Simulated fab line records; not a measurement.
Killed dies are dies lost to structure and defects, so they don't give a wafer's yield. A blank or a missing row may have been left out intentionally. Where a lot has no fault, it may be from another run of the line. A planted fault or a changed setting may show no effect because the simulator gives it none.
Problem report in the 8D (eight disciplines) form, filled by code -- flow sky130 -- the parts of the form that need people (team, actions taken, sign-off) are left out

1. WHAT IS WRONG
Mean of oes_product_au at SKY_LOCAL_INTERCONNECT_ETCH_13: 0.937 a.u. across 3 wafers in 2 lots; on wafers with no fault it is 0.854 a.u. (standard deviation 0.0048). That puts it +17 standard deviations away from the usual mean.
The step: etches BARC in N2/H2, stops on SiO2, time 45.9 s, target depth 60 nm.
Earliest sighting: wafer L296.3 on rie_metal-03 at day 35 20:58. The record has a number at this step for 18 wafers belonging to 6 lots. Rule for "out", or "out of limits": more than 4 standard deviations from the usual mean. The rest of the wafers with a number are treated as sound.

2. WHAT IT IS, WHAT IT ISN'T
question,is,is not
which readings at this step,"oes_product_au, run_length_s",drypump_motor_current_A
which lots,"L296, L297","L281, L286, L298, L301"
which wafers of those lots,"L296.3, L296.5, L297.5","L296.1, L297.2, L297.6"
read on which tools,rie_metal-03,rie_metal-02
when,from day 35 20:58,"up to then (7 sound wafers); but 8 sound wafers of L297, L298, L301 came after"

3. THE SUSPECTS, EACH WITH WHAT RULES IT OUT
Counting: any tool at a process step up to the reading remains a suspect provided it ran every lot that is out. Sound lots after the first of them don't rule it out here, since some wafers of a struck lot are sound.
- rie_metal-03 at SKY_LOCAL_INTERCONNECT_ETCH_13 (etches BARC in N2/H2, stops on SiO2, time 45.9 s, target depth 60 nm): kept. It ran every lot that is out, first L296 (day 35 20:58); its last sound lot up to then is L281 (day 30 20:23). Out on those wafers are its own readings of oes_product_au, run_length_s.
The count leaves rie_metal-03 at SKY_LOCAL_INTERCONNECT_ETCH_13.

4. THE CAUSE (what the simulator had put in)
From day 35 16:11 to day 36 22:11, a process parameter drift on rie_metal-03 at SKY_LOCAL_INTERCONNECT_ETCH_13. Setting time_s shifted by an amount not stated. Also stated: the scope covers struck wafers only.
Counting left only this tool.

5. THE CHAIN OF EFFECTS, in route order
Each row: a reading whose mean over the struck wafers that have a number lies more than 3 standard deviations from the usual. Only readings for which the record gives a usual standard deviation are gone through. hours: the time from each lot's start at the first step in this table that gives one to its start at this step, as a median over the lots. sigmas: the change in usual standard deviations.
hours,step,reading,usual,on struck wafers,change,sigmas
0,SKY_LOCAL_INTERCONNECT_ETCH_13,oes_product_au,0.854 a.u.,0.937,+0.083,+17
0,SKY_LOCAL_INTERCONNECT_ETCH_13,run_length_s,74.4 s,70.6,-3.8,-5.1
The process steps in it:
- SKY_LOCAL_INTERCONNECT_ETCH_13: etches BARC in N2/H2, stops on SiO2, time 45.9 s, target depth 60 nm.

6. WHAT WOULD HAVE CAUGHT IT SOONER
First out-of-limits reading in this record: day 35 20:58, which is 5 hours after fault onset at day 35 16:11.
